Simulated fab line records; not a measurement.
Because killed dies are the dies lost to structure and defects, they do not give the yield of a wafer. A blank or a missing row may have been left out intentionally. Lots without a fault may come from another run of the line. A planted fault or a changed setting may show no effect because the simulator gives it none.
A sampling plan put to the test	flow sky130	one fab line, 60 faults that these records tell of, each judged on the records of the lots that it struck; 1 more is left out, because the records don't allow judging it
The plan is the line's own looks: the steps of the route at which a gauge or an inspection reads the wafer and doesn't change it. A look can be judged if struck wafers have a number there and the file gives its usual mean and standard deviation on fault-free wafers. Caught: a look later than the fault's first step finds the struck wafers' mean 4 or more of those standard deviations (sigma) from the usual mean. On the tool: the identical test, applied to the tool's own readings at the steps of the fault. A different recipe on the struck wafers counts as caught too, as does a record blank only for those wafers.

THE FAULTS, as the simulator had put them in
1. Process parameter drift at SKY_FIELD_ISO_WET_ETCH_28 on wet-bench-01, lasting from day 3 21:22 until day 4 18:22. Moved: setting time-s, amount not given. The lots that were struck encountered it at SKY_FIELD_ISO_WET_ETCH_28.
2. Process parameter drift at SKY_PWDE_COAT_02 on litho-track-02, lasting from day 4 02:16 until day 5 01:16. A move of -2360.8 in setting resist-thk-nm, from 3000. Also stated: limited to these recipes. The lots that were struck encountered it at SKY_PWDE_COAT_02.
3. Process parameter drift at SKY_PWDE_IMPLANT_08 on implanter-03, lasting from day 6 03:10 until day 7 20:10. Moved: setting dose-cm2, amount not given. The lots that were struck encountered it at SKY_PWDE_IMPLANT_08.
4. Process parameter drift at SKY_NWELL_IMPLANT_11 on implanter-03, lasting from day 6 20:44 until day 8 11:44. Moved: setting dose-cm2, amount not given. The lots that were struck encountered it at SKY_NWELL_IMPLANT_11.
5. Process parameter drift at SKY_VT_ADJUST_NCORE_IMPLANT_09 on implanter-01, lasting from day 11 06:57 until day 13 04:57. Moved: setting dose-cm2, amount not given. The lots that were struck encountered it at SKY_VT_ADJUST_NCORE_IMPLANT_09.
6. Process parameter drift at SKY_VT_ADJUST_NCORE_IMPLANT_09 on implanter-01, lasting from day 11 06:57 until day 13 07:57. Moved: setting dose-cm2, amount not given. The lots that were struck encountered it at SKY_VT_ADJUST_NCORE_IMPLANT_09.
7. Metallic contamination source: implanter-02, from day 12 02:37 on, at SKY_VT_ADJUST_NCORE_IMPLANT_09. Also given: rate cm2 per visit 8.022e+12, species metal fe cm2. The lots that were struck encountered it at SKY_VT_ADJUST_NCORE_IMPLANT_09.
8. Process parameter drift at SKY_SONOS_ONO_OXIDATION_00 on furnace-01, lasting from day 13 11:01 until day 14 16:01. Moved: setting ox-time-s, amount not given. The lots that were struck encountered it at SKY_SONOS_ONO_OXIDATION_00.
9. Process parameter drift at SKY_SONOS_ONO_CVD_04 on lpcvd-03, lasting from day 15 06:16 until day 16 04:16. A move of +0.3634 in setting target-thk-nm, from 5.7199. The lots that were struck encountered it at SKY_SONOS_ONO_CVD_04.
10. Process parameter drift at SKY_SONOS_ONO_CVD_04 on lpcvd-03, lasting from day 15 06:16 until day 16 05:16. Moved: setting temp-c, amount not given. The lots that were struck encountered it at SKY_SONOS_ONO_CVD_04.
11. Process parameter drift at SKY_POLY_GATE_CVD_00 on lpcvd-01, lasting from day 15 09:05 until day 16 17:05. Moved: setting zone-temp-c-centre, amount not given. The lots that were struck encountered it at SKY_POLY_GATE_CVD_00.
12. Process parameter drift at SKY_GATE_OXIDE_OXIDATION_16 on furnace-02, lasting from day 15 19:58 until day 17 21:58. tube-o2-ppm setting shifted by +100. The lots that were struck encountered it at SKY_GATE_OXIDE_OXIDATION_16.
13. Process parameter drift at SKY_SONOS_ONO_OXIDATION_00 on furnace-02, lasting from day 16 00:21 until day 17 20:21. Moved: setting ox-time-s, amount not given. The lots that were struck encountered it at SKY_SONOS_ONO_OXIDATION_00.
14. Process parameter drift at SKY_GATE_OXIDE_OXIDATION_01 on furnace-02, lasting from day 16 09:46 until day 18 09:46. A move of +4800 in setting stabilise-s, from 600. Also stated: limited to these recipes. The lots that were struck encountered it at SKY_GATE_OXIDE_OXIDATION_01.
15. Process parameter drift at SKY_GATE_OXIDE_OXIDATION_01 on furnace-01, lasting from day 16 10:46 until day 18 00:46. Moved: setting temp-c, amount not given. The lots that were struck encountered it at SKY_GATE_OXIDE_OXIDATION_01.
16. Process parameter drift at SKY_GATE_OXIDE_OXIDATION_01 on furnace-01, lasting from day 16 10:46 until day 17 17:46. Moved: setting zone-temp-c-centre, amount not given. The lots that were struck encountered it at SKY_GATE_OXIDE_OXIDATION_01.
17. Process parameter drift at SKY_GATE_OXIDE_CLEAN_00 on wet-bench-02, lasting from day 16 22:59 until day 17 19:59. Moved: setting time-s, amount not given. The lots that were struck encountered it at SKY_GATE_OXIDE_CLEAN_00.
18. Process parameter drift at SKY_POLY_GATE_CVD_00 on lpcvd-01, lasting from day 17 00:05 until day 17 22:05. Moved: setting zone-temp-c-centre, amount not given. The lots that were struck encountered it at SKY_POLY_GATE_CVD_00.
19. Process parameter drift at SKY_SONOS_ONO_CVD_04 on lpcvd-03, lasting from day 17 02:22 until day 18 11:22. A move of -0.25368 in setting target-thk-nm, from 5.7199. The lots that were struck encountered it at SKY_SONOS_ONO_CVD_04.
20. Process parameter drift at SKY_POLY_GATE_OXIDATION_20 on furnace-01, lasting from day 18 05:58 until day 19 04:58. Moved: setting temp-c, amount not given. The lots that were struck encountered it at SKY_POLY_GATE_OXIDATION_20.
21. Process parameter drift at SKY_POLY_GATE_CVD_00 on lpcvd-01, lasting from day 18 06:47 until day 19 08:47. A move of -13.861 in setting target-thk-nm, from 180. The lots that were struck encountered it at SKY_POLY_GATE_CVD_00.
22. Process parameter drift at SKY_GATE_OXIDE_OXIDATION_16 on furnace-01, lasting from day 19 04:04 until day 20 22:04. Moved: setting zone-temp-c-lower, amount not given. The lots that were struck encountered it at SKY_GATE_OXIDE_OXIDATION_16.
23. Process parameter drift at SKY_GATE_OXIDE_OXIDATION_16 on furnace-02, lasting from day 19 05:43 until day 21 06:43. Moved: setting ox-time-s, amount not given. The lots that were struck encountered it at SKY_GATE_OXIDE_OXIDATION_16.
24. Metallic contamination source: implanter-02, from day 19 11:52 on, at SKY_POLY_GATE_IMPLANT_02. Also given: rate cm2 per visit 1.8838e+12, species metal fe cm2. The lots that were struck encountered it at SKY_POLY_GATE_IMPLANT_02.
25. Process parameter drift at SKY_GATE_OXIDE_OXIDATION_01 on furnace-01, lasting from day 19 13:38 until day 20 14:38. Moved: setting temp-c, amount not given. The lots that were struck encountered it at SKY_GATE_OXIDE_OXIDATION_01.
26. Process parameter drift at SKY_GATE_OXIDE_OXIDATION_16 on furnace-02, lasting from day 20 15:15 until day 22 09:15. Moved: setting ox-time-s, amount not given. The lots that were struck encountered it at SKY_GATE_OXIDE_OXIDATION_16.
27. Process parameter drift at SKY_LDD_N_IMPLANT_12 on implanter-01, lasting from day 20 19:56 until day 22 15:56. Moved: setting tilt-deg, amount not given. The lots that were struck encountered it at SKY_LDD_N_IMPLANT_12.
28. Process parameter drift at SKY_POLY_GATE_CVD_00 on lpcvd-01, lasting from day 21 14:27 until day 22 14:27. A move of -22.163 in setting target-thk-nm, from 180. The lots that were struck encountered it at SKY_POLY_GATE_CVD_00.
29. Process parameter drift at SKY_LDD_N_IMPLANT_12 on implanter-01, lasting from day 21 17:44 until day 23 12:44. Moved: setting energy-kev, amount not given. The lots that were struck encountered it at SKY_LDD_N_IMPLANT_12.
30. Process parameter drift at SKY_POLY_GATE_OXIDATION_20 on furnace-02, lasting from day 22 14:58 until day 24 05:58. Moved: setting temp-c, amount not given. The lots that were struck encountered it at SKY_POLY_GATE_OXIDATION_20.
31. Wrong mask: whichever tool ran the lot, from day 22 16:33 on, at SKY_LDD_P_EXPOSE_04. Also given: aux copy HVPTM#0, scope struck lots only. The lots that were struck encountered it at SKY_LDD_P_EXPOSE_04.
32. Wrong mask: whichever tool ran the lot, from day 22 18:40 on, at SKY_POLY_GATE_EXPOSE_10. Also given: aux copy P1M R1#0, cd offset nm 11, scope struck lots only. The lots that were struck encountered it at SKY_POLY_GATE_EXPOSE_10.
33. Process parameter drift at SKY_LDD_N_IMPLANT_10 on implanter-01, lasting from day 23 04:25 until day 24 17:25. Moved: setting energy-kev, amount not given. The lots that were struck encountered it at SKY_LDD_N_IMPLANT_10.
34. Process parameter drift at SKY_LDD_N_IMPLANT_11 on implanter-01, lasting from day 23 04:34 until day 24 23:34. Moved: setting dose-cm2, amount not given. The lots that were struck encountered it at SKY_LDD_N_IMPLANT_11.
35. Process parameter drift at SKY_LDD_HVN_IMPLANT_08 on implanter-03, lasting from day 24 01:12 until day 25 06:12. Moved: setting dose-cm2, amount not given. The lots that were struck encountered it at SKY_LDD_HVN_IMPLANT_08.
36. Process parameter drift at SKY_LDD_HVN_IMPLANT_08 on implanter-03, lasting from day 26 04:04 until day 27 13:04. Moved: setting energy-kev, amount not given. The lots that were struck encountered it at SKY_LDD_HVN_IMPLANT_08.
37. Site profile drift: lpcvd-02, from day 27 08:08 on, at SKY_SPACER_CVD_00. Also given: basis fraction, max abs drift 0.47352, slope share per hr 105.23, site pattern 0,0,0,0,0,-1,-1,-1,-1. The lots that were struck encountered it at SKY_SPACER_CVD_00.
38. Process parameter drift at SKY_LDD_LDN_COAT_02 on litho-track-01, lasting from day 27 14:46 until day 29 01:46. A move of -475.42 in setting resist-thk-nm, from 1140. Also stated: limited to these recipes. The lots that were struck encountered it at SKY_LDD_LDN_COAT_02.
39. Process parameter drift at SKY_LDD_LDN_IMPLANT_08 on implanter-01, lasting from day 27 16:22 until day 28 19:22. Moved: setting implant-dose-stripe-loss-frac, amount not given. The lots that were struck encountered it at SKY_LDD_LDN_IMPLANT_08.
40. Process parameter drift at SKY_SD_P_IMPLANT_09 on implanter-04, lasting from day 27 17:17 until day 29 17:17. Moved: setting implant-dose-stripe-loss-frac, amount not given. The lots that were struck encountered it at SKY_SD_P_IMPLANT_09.
41. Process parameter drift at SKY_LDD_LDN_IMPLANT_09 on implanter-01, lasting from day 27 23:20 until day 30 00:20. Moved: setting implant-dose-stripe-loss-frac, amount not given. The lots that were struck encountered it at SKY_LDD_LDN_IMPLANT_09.
42. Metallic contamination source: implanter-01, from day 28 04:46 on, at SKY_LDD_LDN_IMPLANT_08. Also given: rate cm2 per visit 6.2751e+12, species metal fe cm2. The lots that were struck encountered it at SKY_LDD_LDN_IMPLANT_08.
43. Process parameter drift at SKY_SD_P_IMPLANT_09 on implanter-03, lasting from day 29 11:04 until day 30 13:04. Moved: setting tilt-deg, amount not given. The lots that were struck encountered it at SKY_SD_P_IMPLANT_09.
44. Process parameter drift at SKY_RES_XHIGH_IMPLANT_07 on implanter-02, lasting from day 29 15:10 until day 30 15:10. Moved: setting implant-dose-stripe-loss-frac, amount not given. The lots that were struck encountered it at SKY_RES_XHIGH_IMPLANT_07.
45. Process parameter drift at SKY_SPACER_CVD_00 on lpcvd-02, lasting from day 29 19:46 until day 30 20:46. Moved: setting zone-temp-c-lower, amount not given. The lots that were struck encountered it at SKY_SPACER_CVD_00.
46. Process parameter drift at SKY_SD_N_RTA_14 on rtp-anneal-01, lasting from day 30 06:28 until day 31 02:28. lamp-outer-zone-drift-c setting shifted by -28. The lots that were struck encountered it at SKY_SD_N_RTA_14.
47. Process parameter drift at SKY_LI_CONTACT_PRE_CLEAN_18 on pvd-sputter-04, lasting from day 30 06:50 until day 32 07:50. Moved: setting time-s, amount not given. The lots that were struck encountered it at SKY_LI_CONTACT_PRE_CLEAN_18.
48. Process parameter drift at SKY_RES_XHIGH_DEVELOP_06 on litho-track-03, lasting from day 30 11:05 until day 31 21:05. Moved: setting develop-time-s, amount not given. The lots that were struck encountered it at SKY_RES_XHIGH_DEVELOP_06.
49. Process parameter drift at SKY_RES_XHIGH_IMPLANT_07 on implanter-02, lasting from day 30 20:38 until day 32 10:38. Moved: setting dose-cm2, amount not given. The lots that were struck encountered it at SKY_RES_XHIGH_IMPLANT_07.
50. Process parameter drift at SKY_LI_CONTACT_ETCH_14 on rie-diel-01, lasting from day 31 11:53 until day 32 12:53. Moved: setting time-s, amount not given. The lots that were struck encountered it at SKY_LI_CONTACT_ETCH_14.
51. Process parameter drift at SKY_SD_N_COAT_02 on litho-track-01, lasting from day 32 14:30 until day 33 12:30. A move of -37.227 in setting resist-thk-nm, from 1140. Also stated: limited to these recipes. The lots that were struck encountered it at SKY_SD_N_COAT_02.
52. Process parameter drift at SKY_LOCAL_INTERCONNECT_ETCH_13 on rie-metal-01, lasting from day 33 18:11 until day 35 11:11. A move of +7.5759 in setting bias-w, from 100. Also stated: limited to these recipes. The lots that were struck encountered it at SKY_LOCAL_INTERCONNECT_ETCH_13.
53. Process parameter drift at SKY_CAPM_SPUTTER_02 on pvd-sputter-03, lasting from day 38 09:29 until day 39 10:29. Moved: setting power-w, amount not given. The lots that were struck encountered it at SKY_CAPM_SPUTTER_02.
54. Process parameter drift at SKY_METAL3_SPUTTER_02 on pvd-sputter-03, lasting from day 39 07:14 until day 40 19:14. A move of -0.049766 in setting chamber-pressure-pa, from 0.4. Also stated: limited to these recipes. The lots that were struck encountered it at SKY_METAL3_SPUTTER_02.
55. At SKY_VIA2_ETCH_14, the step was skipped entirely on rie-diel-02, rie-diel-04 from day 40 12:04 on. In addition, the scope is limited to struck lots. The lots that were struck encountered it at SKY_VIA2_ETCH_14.
56. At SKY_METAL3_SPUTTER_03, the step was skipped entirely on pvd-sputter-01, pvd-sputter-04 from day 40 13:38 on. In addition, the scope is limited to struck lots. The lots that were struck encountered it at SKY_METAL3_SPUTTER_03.
57. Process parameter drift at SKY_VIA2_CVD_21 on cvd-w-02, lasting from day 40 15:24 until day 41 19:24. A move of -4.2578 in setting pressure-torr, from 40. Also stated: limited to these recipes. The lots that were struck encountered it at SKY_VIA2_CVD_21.
58. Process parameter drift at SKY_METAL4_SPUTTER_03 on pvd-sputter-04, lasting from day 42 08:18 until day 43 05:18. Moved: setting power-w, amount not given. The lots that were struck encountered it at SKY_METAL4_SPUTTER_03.
59. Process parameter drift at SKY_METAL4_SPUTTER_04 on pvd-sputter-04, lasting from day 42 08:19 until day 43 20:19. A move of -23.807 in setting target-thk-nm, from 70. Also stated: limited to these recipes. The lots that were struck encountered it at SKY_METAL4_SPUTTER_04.
60. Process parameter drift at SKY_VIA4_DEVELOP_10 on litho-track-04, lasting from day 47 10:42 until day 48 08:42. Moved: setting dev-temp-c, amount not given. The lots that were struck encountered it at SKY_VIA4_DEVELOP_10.

WHAT THE PLAN SAW
fault	on the tool itself	first look that catches it	reading, sigma	median hours from its first step to that look	hours from the fault's start to the first struck lot there	judged looks passed uncaught
1	run-length-s +20 sigma	no look after it can be judged	-	-	-	0
2	no reading that can be judged	no look after it can be judged	-	-	-	0
3	dose-ions-cm2 -99 or beyond sigma	SKY_PWDE_TW_MEAS_10	PWDE_TW -5.4	0.2	6	0
4	dose-ions-cm2 -99 or beyond sigma	SKY_NWELL_TW_MEAS_15	NWELL_TW -16	0.5	5	0
5	dose-ions-cm2 -62 sigma	no look after it can be judged	-	-	-	0
6	dose-ions-cm2 -35 sigma	no look after it can be judged	-	-	-	0
7	under 2 sigma	none of the 6 looks that can be judged after it	-	-	-	6
8	under 2 sigma	SKY_SONOS_ONO_THK_MEAS_01	SONOS_ONO_OXIDATION_THK -6.9	1.4	16	0
9	under 2 sigma	not the one look that can be judged after it	strongest: SONOS_ONO_CVD_04_THK at SKY_SONOS_ONO_THK_MEAS_05, +3.3	-	-	1
10	susceptor-temp-C +27 sigma	SKY_SONOS_ONO_THK_MEAS_05	SONOS_ONO_CVD_04_THK +9.8	1.2	3	0
11	spike-tc-centre-C -33 sigma	SKY_POLY_GATE_THK_MEAS_01	POLY_GATE_CVD_00_THK -25	1.2	3	0
12	under 2 sigma	none of the 5 looks that can be judged after it	-	-	-	5
13	under 2 sigma	SKY_SONOS_ONO_THK_MEAS_01	SONOS_ONO_OXIDATION_THK +13	1.4	5	0
14	under 2 sigma	not the one look that can be judged after it	-	-	-	1
15	tube-center-temp-C -99 or beyond sigma	SKY_GATE_OXIDE_THK_MEAS_02	GATE_OXIDE_OXIDATION_00_THK -5.5	1.4	3	0
16	spike-tc-centre-C +21 sigma	none of the 3 looks that can be judged after it	strongest: GATE_OXIDE_OXIDATION_00_THK at SKY_GATE_OXIDE_THK_MEAS_02, +2.0	-	-	3
17	run-length-s -26 sigma	none of the 3 looks that can be judged after it	-	-	-	3
18	spike-tc-centre-C -20 sigma	SKY_POLY_GATE_THK_MEAS_01	POLY_GATE_CVD_00_THK -9.8	1.2	4	0
19	under 2 sigma	none of the 3 looks that can be judged after it	strongest: SONOS_ONO_CVD_04_THK at SKY_SONOS_ONO_THK_MEAS_05, -2.9	-	-	3
20	tube-center-temp-C +99 or beyond sigma	SKY_POLY_GATE_THK_MEAS_21	POLY_GATE_OXIDATION_THK +8.9	1.2	8	0
21	under 2 sigma	SKY_POLY_GATE_THK_MEAS_01	POLY_GATE_CVD_00_THK -9.7	1.2	7	0
22	spike-tc-lower-C -34 sigma	no look after it can be judged	-	-	-	0
23	under 2 sigma	not the one look that can be judged after it	-	-	-	1
24	under 2 sigma	none of the 6 looks that can be judged after it	-	-	-	6
25	spike-tc-centre-C -11 sigma	SKY_GATE_OXIDE_THK_MEAS_02	GATE_OXIDE_OXIDATION_00_THK -6.0	1.4	5	0
26	under 2 sigma	none of the 2 looks that can be judged after it	-	-	-	2
27	tilt-deg -99 or beyond sigma	no look after it can be judged	-	-	-	0
28	no reading that can be judged	SKY_POLY_GATE_THK_MEAS_01	POLY_GATE_CVD_00_THK -16	1.2	7	0
29	beam-energy-keV -99 or beyond sigma	no look after it can be judged	-	-	-	0
30	spike-tc-centre-C +31 sigma	SKY_POLY_GATE_THK_MEAS_21	POLY_GATE_OXIDATION_THK +25	1.3	6	0
31	no reading that can be judged	SKY_LDD_P_TW_MEAS_11	LDD_P_TW -78	15.0	17	0
32	under 2 sigma	SKY_POLY_GATE_CD_MEAS_13	cd-nm +8.5	15.3	18	0
33	beam-energy-keV -99 or beyond sigma	no look after it can be judged	-	-	-	0
34	dose-ions-cm2 -99 or beyond sigma	no look after it can be judged	-	-	-	0
35	dose-ions-cm2 +69 sigma	SKY_LDD_HVN_TW_MEAS_10	LDD_HVN_TW +4.5	0.2	15	0
36	beam-energy-keV +99 or beyond sigma	SKY_LDD_HVN_TW_MEAS_10	LDD_HVN_TW +7.6	0.2	5	0
37	under 2 sigma	SKY_SPACER_THK_MEAS_01	SPACER_CVD_00_THK -22	1.2	7	0
38	under 2 sigma	no look after it can be judged	-	-	-	0
39	under 2 sigma	none of the 4 looks that can be judged after it	-	-	-	4
40	under 2 sigma	SKY_SD_N_RS_MEAS_17	SD_P_RS +5.6	57.4	63	1
41	under 2 sigma	none of the 5 looks that can be judged after it	-	-	-	5
42	no reading that can be judged	none of the 4 looks that can be judged after it	-	-	-	4
43	tilt-deg +99 or beyond sigma	SKY_SD_P_TW_MEAS_11	SD_P_TW +11	0.2	1	0
44	no reading that can be judged	SKY_RES_XHIGH_TW_MEAS_09	RES_XHIGH_TW -4.3	0.2	5	0
45	spike-tc-lower-C +38 sigma	SKY_SPACER_THK_MEAS_01	SPACER_CVD_00_THK +11	1.2	3	0
46	under 2 sigma	SKY_SD_N_RS_MEAS_16	SD_N_RS +25	0.2	10	0
47	no reading that can be judged	none of the 2 looks that can be judged after it	-	-	-	2
48	no reading that can be judged	SKY_RES_XHIGH_TW_MEAS_09	RES_XHIGH_TW -99 or beyond	0.4	25	0
49	dose-ions-cm2 +84 sigma	SKY_RES_XHIGH_TW_MEAS_09	RES_XHIGH_TW +4.2	0.2	6	0
50	run-length-s +63 sigma	not the one look that can be judged after it	-	-	-	1
51	no reading that can be judged	not the one look that can be judged after it	-	-	-	1
52	bias-w +26 sigma	no look after it can be judged	-	-	-	0
53	cathode-dc-power-W -99 or beyond sigma	SKY_CAPM_RS_MEAS_03	CAPM_TIN_RS +11	0.1	14	0
54	chamber-pressure-pa -61 sigma	none of the 5 looks that can be judged after it	-	-	-	5
55	the tool's record is blank for the struck wafers	no look after it can be judged	-	-	-	0
56	the tool's record is blank for the struck wafers	no look after it can be judged	-	-	-	0
57	chamber-pressure-Torr -47 sigma	not the one look that can be judged after it	strongest: VIA2_W_RS at SKY_VIA2_RS_MEAS_22, +2.8	-	-	1
58	cathode-dc-power-W -99 or beyond sigma	no look after it can be judged	-	-	-	0
59	under 2 sigma	no look after it can be judged	-	-	-	0
60	developer-temp-C +21 sigma	not the one look that can be judged after it	-	-	-	1
A dash: the fault is not caught, or the number is missing from these records.

Caught at a look: 26 of 60. Caught on the tool: 33 of 60. By one or the other: 44 of 60.
Caught on the tool alone: faults 1, 5, 6, 16, 17, 22, 27, 29, 33, 34, 50, 52, 54, 55, 56, 57, 58, 60.
Caught at a look alone: faults 8, 13, 21, 28, 31, 32, 37, 40, 44, 46, 48.
Caught by neither: faults 2, 7, 9, 12, 14, 19, 23, 24, 26, 38, 39, 41, 42, 47, 51, 59.

THINNER SAMPLING
In the worst case, this is how late the first struck lot would be measured if the look that catches a fault measured only every second or every third lot, by lot number:
fault	struck lots at that look, in order of time	every lot	every second lot	every third lot
3	L163, L164	6 h	12 h	may miss all 2
4	L441, L442	5 h	9 h	may miss all 2
8	L929, L930	16 h	17 h	may miss all 2
10	L595, L596, L597	3 h	15 h	22 h
11	L752, L753, L754	3 h	12 h	24 h
13	L383, L384, L386	5 h	9 h	may miss all 3
15	L938, L940	3 h	may miss all 2	may miss all 2
18	L818, L819	4 h	21 h	may miss all 2
20	L213, L214	8 h	21 h	may miss all 2
21	L304, L305, L306	7 h	16 h	20 h
25	L694, L695	5 h	11 h	may miss all 2
28	L518, L519	7 h	13 h	may miss all 2
30	L677, L679, L680	6 h	29 h	may miss all 3
31	L946	17 h	may miss it	may miss it
32	L701	18 h	may miss it	may miss it
35	L188, L189	15 h	26 h	may miss all 2
36	L575, L577	5 h	may miss all 2	may miss all 2
37	L711, L712, L713	7 h	15 h	21 h
40	L214, L215	63 h	71 h	may miss all 2
43	L156, L157	1 h	12 h	may miss all 2
44	L629	5 h	may miss it	may miss it
45	L762, L763, L764	3 h	11 h	19 h
46	L842, L844	10 h	may miss all 2	may miss all 2
48	L769, L770	25 h	32 h	may miss all 2
49	L264, L265, L266	6 h	15 h	22 h
53	L954, L955, L956	14 h	15 h	19 h
Hours count from the start of the fault until the first struck lot that is measured. The limit of 4 sigma was tested on all struck wafers together, so one lot alone may lie under it. Other struck lots may not be in these records.

THE LONGEST TIMED WAY FROM STEP TO LOOK
Fault 40: a median of 57.4 hours passes between SKY_SD_P_IMPLANT_09 and SKY_SD_N_RS_MEAS_17. The look between them that can be judged stayed within 4 sigma: SKY_SD_P_TW_MEAS_11.
